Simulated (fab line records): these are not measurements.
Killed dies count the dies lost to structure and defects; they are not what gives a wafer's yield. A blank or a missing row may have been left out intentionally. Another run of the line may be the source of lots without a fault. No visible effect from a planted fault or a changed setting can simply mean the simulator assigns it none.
The tool behind it: which one?    flow gf180mcu    39 wafers from 13 lots sampled at 4 of the route's 602 steps

WHAT THE GAUGES READ, wafer by wafer
GF_M5_CD_MEAS_07: the cd target is 280 nm.
lot   measured      on         cd nm (nm)
L107  day 26 03:29  cd sem-01  280.7 280.1 282.0
L108  day 26 16:10  cd sem-01  280.6 281.0 281.5
L109  day 26 21:24  cd sem-01  279.7 279.1 278.7
L111  day 27 23:31  cd sem-01  278.2 277.6 279.1
L117  day 29 12:19  cd sem-01  281.5 282.1 281.0
L119  day 30 05:12  cd sem-01  280.2 281.2 280.1
L124  day 31 11:56  cd sem-01  280.9 282.2 282.3
L125  day 31 18:24  cd sem-02  280.1 279.7 280.8
L126  day 31 23:58  cd sem-01  280.4 279.5 279.1
L127  day 32 04:32  cd sem-01  279.3 280.4 279.2
L128  day 32 09:28  cd sem-02  278.8 279.9 278.9
L129  day 32 14:19  cd sem-02  280.4 279.5 280.2
L130  day 32 18:18  cd sem-01  280.1 281.0 280.3

GF_M5_OVL_MEAS_08.
lot   measured      on          M5_OVL (nm)
L107  day 26 03:35  overlay-02  15 7 10
L108  day 26 16:16  overlay-02  6 9 8
L109  day 26 21:31  overlay-02  5 6 6
L111  day 27 23:38  overlay-02  6 11 10
L117  day 29 12:23  overlay-02  0 -5 0
L119  day 30 05:19  overlay-02  -2 0 -6
L124  day 31 12:01  overlay-02  12 6 10
L125  day 31 18:31  overlay-01  0 9 6
L126  day 32 00:04  overlay-02  2 3 5
L127  day 32 04:38  overlay-02  10 4 6
L128  day 32 09:35  overlay-01  -1 -1 2
L129  day 32 14:26  overlay-01  12 6 8
L130  day 32 18:25  overlay-02  7 2 9

GF_V5_THK_MEAS_25: measures by xrf.
lot   measured      on             V5_W_THK (nm)
L107  day 27 03:09  film metro-01  345 356 351
L108  day 27 15:06  film metro-02  348 349 349
L109  day 27 20:10  film metro-02  351 357 351
L111  day 28 21:32  film metro-02  350 345 354
L117  day 30 09:52  film metro-04  357 351 352
L119  day 31 01:50  film metro-04  353 349 344
L124  day 32 07:39  film metro-04  346 351 353
L125  day 32 12:40  film metro-01  345 352 344
L126  day 32 21:16  film metro-02  353 347 350
L127  day 32 23:57  film metro-04  345 348 352
L128  day 33 04:10  film metro-02  353 356 355
L129  day 33 09:04  film metro-02  348 351 347
L130  day 33 12:39  film metro-02  351 346 353

TOOL THAT RAN EACH LOT (tool first, then ch and the chambers of the sampled wafers, then the start)
lot   GF_M1_SPUTTER_00
L107  pvd sputter-02, day 15 21:22
L108  pvd sputter-03, day 16 14:50
L109  pvd sputter-02, day 16 19:24
L111  pvd sputter-01, day 18 03:00
L117  pvd sputter-02, day 19 21:14
L119  pvd sputter-03, day 20 17:27
L124  pvd sputter-01, day 22 12:01
L125  pvd sputter-03, day 22 19:19
L126  pvd sputter-02, day 23 04:40
L127  pvd sputter-02, day 23 10:46
L128  pvd sputter-03, day 23 16:51
L129  pvd sputter-02, day 23 20:58
L130  pvd sputter-01, day 24 05:20
- GF_M1_SPUTTER_00: material Ti, target thk 37.5 nm, time 150 s.

AS READ BY THE TOOLS THEMSELVES (means over the sampled wafers that have a number; for cases with no such wafer, the mark the record gives instead)
GF_M1_SPUTTER_00.
lot   tool            cathode dc power W (W)  throttle valve pct (%)
L107  pvd sputter-02  3999.8                  30.3
L108  pvd sputter-03  4000.0                  29.7
L109  pvd sputter-02  3999.7                  29.3
L111  pvd sputter-01  4000.1                  30.1
L117  pvd sputter-02  4000.5                  29.9
L119  pvd sputter-03  3999.7                  30.4
L124  pvd sputter-01  3999.8                  30.4
L125  pvd sputter-03  4000.0                  30.5
L126  pvd sputter-02  3999.9                  30.3
L127  pvd sputter-02  4000.3                  30.0
L128  pvd sputter-03  4001.1                  30.3
L129  pvd sputter-02  3999.6                  30.0
L130  pvd sputter-01  3999.4                  30.6

THE ANSWER, worked out from the rows above alone
Rule: the usual values come from the lots themselves. Put in order of their means at a reading, lots are off if they are a third of the lots or fewer, leave a main group of 4 or more, and stand apart from it by a gap of 3 or more times the standard deviation of the main group's means; of several such gaps the widest counts. If all means in a main group match to the digits the tables above print for the reading, that group is not used. A lot without any number at a reading at which 4 lots or more have one is off too. Any other lot the step has rows for is counted as sound. The gauges are gone through in route order, then the tools' own readings, and for those a lot's mean is taken as printed above. The first step at which some lot is off is used, and at that step the reading that is off furthest; a lot without a number counts as furthest.
Across all readings shown, no lot is off: no conclusion can be drawn from this.

WHAT HAD BEEN PUT IN BY THE SIMULATOR
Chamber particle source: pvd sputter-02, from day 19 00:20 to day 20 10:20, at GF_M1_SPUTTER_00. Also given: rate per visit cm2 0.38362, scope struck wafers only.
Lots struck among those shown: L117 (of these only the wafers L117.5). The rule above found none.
